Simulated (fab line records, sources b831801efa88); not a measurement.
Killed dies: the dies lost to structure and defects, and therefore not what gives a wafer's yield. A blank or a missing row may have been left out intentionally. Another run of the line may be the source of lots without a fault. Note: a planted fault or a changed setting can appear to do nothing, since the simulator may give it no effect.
fab line records | flow sky130 | part 2 of 2: steps 29 to 39 of 39
record: lots: 5 | wafers: 15 | lastDay: 50
route steps=708 shown METAL2@485 VIA2@507
lots untouched by any fault: they come from a run of this same line in which no faults occurred
startH: start of the lot's first displayed wafer, in hours after the record's first day | waitH: hours since the lot's step before | " identical to the entry in the row above | L1.1+2: a single row standing in for several wafers | - either no value or no given start | * or withheld: withheld | < > ~ a bound
route shown NAME@n: NAME is a module with steps in the file, n the number in the route of the first one | usual: mean/standard deviation of fault-free wafers | same: alike in all rows | chamber/n: place in a boat | sites: per-site readings | _std_site: the values' standard deviation | _edge_site: mean of outer sites minus mean of inner sites | radiusMm: how far each site lies from the wafer's centre | mask NAME#n: copy n | behind: tool/chamber where the wafer was last shaped | hold: the reason the lot was held/the length of the hold in hours/how it ended | device: which transistor (n, p or np) failed to switch | end of line: tests of these same wafers at the route's end | where a step has no rows: the recipe by itself | killed: at the first sort, the dies lost to defects and structure; wafer yield is something else | map: the dies of a wafer, with x for killed, . for not killed, _ for no die there
set.NAME: the setting as run; set.NAME@STEP: as run at that earlier step | model.NAME: the simulator's own value behind a step, which no gauge read
lots at some steps of the route; a table a step, a row a wafer
services: a tool's chamber out of use, with start hour (startH, from the record's first day; less than 0 if before it), hours out, and reason
== steps ==
step: SKY_VIA2_COAT_06
recipe: resist: BARC | tempC: withheld | timeS: withheld | spinRpm: 3000 | resistThkNm: 60
lot.wafer  | tool          | chamber | startH | waitH
L075.1+4+6 | lithoTrack-01 | 0       | 838.18 | 0.1
L081.2+3+5 | lithoTrack-01 | 0       | 889.11 | 0.1
L092.1+2+3 | lithoTrack-02 | 0       | 971.04 | 0.1
L097.2+3+6 | lithoTrack-03 | 0       | 993.01 | 0.1
L096.1+5+6 | lithoTrack-01 | 0       | 996.73 | 0.1
step: SKY_VIA2_COAT_07
recipe: resist: KrF-thick | spinRpm: 3000 | resistThkNm: 450
lot.wafer  | tool          | chamber | startH | waitH
L075.1+4+6 | lithoTrack-01 | 0       | -      | -
L081.2+3+5 | lithoTrack-01 | 0       | -      | -
L092.1+2+3 | lithoTrack-02 | 0       | -      | -
L097.2+3+6 | lithoTrack-03 | 0       | -      | -
L096.1+5+6 | lithoTrack-01 | 0       | -      | -
step: SKY_VIA2_SOFTBAKE_08
recipe: tempC: 100 | timeS: 90 | resist: KrF-thick
lot.wafer  | tool          | chamber | startH | waitH
L075.1+4+6 | lithoTrack-01 | 0       | -      | -
L081.2+3+5 | lithoTrack-01 | 0       | -      | -
L092.1+2+3 | lithoTrack-02 | 0       | -      | -
L097.2+3+6 | lithoTrack-03 | 0       | -      | -
L096.1+5+6 | lithoTrack-01 | 0       | -      | -
step: SKY_VIA2_EXPOSE_09
recipe: maskId: VIM2 | na: 0.8 | sourceShape: annular | sigmaInner: 0.55 | sigmaOuter: 0.85 | targetCdNm: 200 | doseMj: 38
lot.wafer  | tool          | chamber | startH | waitH | mask
L075.1+4+6 | krfScanner-01 | 0       | -      | -     | VIM2#0
L081.2+3+5 | krfScanner-01 | 0       | -      | -     | VIM2#0
L092.1+2+3 | krfScanner-02 | 0       | -      | -     | VIM2#0
L097.2+3+6 | krfScanner-01 | 0       | -      | -     | VIM2#0
L096.1+5+6 | krfScanner-01 | 0       | -      | -     | VIM2#0
step: SKY_VIA2_PEB_10
recipe: pebTempC: withheld | pebTimeS: withheld | resist: KrF-thick
lot.wafer  | tool          | chamber | startH | waitH
L075.1+4+6 | lithoTrack-02 | 0       | -      | -
L081.2+3+5 | lithoTrack-03 | 0       | -      | -
L092.1+2+3 | lithoTrack-03 | 0       | -      | -
L097.2+3+6 | lithoTrack-03 | 0       | -      | -
L096.1+5+6 | lithoTrack-03 | 0       | -      | -
step: SKY_VIA2_DEVELOP_11
recipe: developTimeS: 61.79 | resist: KrF-thick | devTempC: 21
same: developTimeS: 61.79
lot.wafer  | tool          | chamber | startH | waitH
L075.1+4+6 | lithoTrack-02 | 0       | -      | -
L081.2+3+5 | lithoTrack-03 | 0       | -      | -
L092.1+2+3 | lithoTrack-03 | 0       | -      | -
L097.2+3+6 | lithoTrack-03 | 0       | -      | -
L096.1+5+6 | lithoTrack-03 | 0       | -      | -
step: SKY_VIA2_CD_MEAS_12
recipe: targetCdNm: 200
usual: cdNm: 199.7/1.2
lot.wafer | tool     | chamber | startH  | waitH | cdNm
L075.1    | cdSem-01 | -       | 852.04  | -     | 201.5
L075.4    | "        | -       | "       | "     | 202.2
L075.6    | "        | -       | "       | "     | 200.0
L081.2    | cdSem-02 | -       | 902.35  | -     | 200.7
L081.3    | "        | -       | "       | "     | 202.1
L081.5    | "        | -       | "       | "     | 200.9
L092.1    | cdSem-01 | -       | 983.13  | -     | 200.3
L092.2    | "        | -       | "       | "     | 200.5
L092.3    | "        | -       | "       | "     | 199.0
L097.2    | cdSem-01 | -       | 1005.25 | -     | 199.5
L097.3    | "        | -       | "       | "     | 199.4
L097.6    | "        | -       | "       | "     | 198.2
L096.1    | cdSem-02 | -       | 1008.58 | -     | 200.6
L096.5    | "        | -       | "       | "     | 200.2
L096.6    | "        | -       | "       | "     | 199.3
step: SKY_VIA2_OVL_MEAS_13
usual: VIA2_OVL: -2/5
lot.wafer | tool       | chamber | startH  | waitH | VIA2_OVL[nm]
L075.1    | overlay-02 | -       | 852.16  | 0.1   | -1
L075.4    | "          | -       | "       | "     | -1
L075.6    | "          | -       | "       | "     | 1
L081.2    | overlay-01 | -       | 902.46  | 0.1   | -5
L081.3    | "          | -       | "       | "     | 2
L081.5    | "          | -       | "       | "     | 1
L092.1    | overlay-02 | -       | 983.25  | 0.1   | -8
L092.2    | "          | -       | "       | "     | 1
L092.3    | "          | -       | "       | "     | -1
L097.2    | overlay-01 | -       | 1005.36 | 0.1   | 5
L097.3    | "          | -       | "       | "     | 10
L097.6    | "          | -       | "       | "     | 7
L096.1    | overlay-01 | -       | 1008.70 | 0.1   | 0
L096.5    | "          | -       | "       | "     | -10
L096.6    | "          | -       | "       | "     | 2
step: SKY_VIA2_ETCH_14
recipe: chemistry: N2/H2 | target: BARC | ionEnergyEv: 200 | sourceW: 500 | biasW: 100 | pressureMtorr: 30 | n2FlowSccm: 100 | h2FlowSccm: 200 | stopOn: SiO2 | timeS: 45.9 | targetDepthA: 600
usual: drypumpMotorCurrentA: 5.8/0.39 | oesProductAu: 0.856/0.0045 | throttleValvePct: 13.225/0.0092
lot.wafer | tool       | chamber | startH  | waitH | drypumpMotorCurrentA | oesProductAu | rfHoursCounterH | throttleValvePct
L075.1    | rieDiel-04 | 2       | 852.20  | 0.0   | 5.4                  | 0.857        | 8               | 13.224
L075.4    | "          | 3       | "       | "     | 5.7                  | 0.846        | 21              | 13.233
L075.6    | "          | 1       | "       | "     | 5.6                  | 0.850        | -               | 13.219
L081.2    | rieDiel-02 | 0       | 902.49  | 0.0   | 6.4                  | 0.863        | 4               | 13.236
L081.3    | "          | 2       | "       | "     | 5.6                  | 0.861        | 12              | 13.239
L081.5    | "          | 0       | "       | "     | 6.4                  | 0.857        | -               | 13.209
L092.1    | rieDiel-04 | 1       | 983.29  | 0.0   | 5.7                  | 0.851        | 24              | 13.224
L092.2    | "          | 3       | "       | "     | 5.7                  | 0.855        | 25              | 13.229
L092.3    | "          | 2       | "       | "     | 5.4                  | 0.853        | 12              | 13.238
L097.2    | rieDiel-02 | 0       | 1005.39 | 0.0   | 6.4                  | 0.863        | 6               | 13.226
L097.3    | "          | 2       | "       | "     | 5.6                  | 0.864        | 15              | 13.242
L097.6    | "          | 2       | "       | "     | 5.7                  | 0.855        | -               | 13.229
L096.1    | rieDiel-02 | 1       | 1008.74 | 0.0   | 5.9                  | 0.853        | 16              | 13.214
L096.5    | "          | 2       | "       | "     | 5.6                  | 0.854        | -               | 13.221
L096.6    | "          | 3       | "       | "     | 5.4                  | 0.853        | -               | 13.212
step: SKY_VIA2_ETCH_15
recipe: target: SiO2 | chemistry: C4F8/O2/Ar | targetDepthNm: 546 | stopOn: TiN | maskMaterial: KrF-thick | sourceW: 1500 | biasW: 1200 | pressureMtorr: 40 | c4f8FlowSccm: withheld | O2_flow_sccm: 6 | Ar_flow_sccm: 300 | timeS: 84
usual: oesProductAu: 0.940/0.0048
lot.wafer | tool       | chamber | startH  | waitH | oesProductAu | rfHoursCounterH
L075.1    | rieDiel-04 | 2       | 852.24  | 0.0   | 0.943        | 8
L075.4    | "          | 3       | "       | "     | 0.933        | 21
L075.6    | "          | 1       | "       | "     | 0.936        | -
L081.2    | rieDiel-02 | 0       | 902.53  | 0.0   | 0.939        | 4
L081.3    | "          | 2       | "       | "     | 0.951        | 12
L081.5    | "          | 0       | "       | "     | 0.936        | -
L092.1    | rieDiel-04 | 1       | 983.33  | 0.0   | 0.934        | 24
L092.2    | "          | 3       | "       | "     | 0.939        | 25
L092.3    | "          | 2       | "       | "     | 0.941        | 12
L097.2    | rieDiel-02 | 0       | 1005.43 | 0.0   | 0.936        | 6
L097.3    | "          | 2       | "       | "     | 0.942        | 15
L097.6    | "          | 2       | "       | "     | 0.933        | -
L096.1    | rieDiel-02 | 1       | 1008.78 | 0.0   | 0.941        | 16
L096.5    | "          | 2       | "       | "     | 0.945        | -
L096.6    | "          | 3       | "       | "     | 0.940        | -
step: SKY_VIA2_STRIP_16
recipe: chemistry: O2/N2 | powerW: 1400 | pressureMtorr: 1500 | platenTempC: withheld | o2FlowSccm: 3000 | n2FlowSccm: 300 | overashFraction: 0.5
usual: drypumpMotorCurrentA: 5.99/0.26 | oesProductAu: 0.400/0.0046 | stripTimeToEndpointS: 4.055/0.021
lot.wafer | tool           | chamber | startH  | waitH | drypumpMotorCurrentA | oesProductAu | rfHoursCounterH | stripTimeToEndpointS
L075.1    | plasmaAsher-04 | 0       | 852.30  | 0.0   | 6.25                 | 0.402        | 42              | 4.090
L075.4    | "              | 1       | "       | "     | 5.97                 | 0.400        | -               | 4.075
L075.6    | "              | 0       | "       | "     | 6.24                 | 0.404        | -               | 4.062
L081.2    | plasmaAsher-03 | 1       | 902.59  | 0.0   | 6.02                 | 0.397        | 107             | 3.990
L081.3    | "              | 0       | "       | "     | 6.45                 | 0.394        | -               | 4.018
L081.5    | "              | 1       | "       | "     | 6.00                 | 0.402        | -               | 4.028
L092.1    | plasmaAsher-03 | 1       | 983.40  | 0.0   | 6.01                 | 0.396        | 115             | 4.055
L092.2    | "              | 0       | "       | "     | 6.42                 | 0.409        | 115             | 4.080
L092.3    | "              | 0       | "       | "     | 6.41                 | 0.400        | -               | 4.044
L097.2    | plasmaAsher-04 | 1       | 1005.50 | 0.0   | 5.94                 | 0.401        | 58              | 4.040
L097.3    | "              | 0       | "       | "     | 6.20                 | 0.394        | -               | 4.041
L097.6    | "              | 0       | "       | "     | 6.22                 | 0.399        | -               | 4.056
L096.1    | plasmaAsher-02 | 1       | 1008.85 | 0.0   | 5.71                 | 0.403        | 87              | 4.081
L096.5    | "              | 1       | "       | "     | 5.71                 | 0.400        | -               | 4.005
L096.6    | "              | 0       | "       | "     | 5.57                 | 0.398        | -               | 4.040
== services ==
tool           | chamber | startH  | hours | kind
cmp-02         | -       | 782.87  | 4.0   | repair
rieDiel-02     | 1       | 785.35  | 9.3   | repair
krfScanner-02  | -       | 791.38  | 7.2   | pm
rieDiel-04     | 1       | 796.11  | 2.8   | repair
rieDiel-02     | 1       | 796.60  | 22.4  | repair
krfScanner-01  | -       | 798.58  | 0.8   | pm
pvdSputter-02  | -       | 807.31  | 0.6   | repair
krfScanner-01  | -       | 807.83  | 4.0   | pm
rieDiel-04     | 1       | 815.08  | 4.6   | repair
cmp-02         | -       | 829.82  | 3.9   | repair
plasmaAsher-02 | -       | 860.65  | 5.8   | repair
pvdSputter-02  | -       | 879.21  | 1.4   | repair
krfScanner-01  | -       | 897.64  | 1.3   | pm
krfScanner-01  | -       | 919.78  | 3.6   | pm
rieMetal-04    | 1       | 928.13  | 5.1   | repair
pvdSputter-02  | -       | 935.66  | 2.6   | repair
krfScanner-01  | -       | 937.55  | 1.0   | pm
pvdSputter-02  | -       | 946.19  | 4.0   | repair
pvdSputter-02  | -       | 960.31  | 6.9   | repair
krfScanner-01  | -       | 961.39  | 0.8   | pm
rieMetal-04    | -       | 971.70  | 0.7   | repair
rieDiel-02     | 2       | 981.65  | 3.0   | repair
pvdSputter-01  | -       | 1005.01 | 14.3  | repair
pvdSputter-01  | -       | 1006.91 | 0.7   | repair
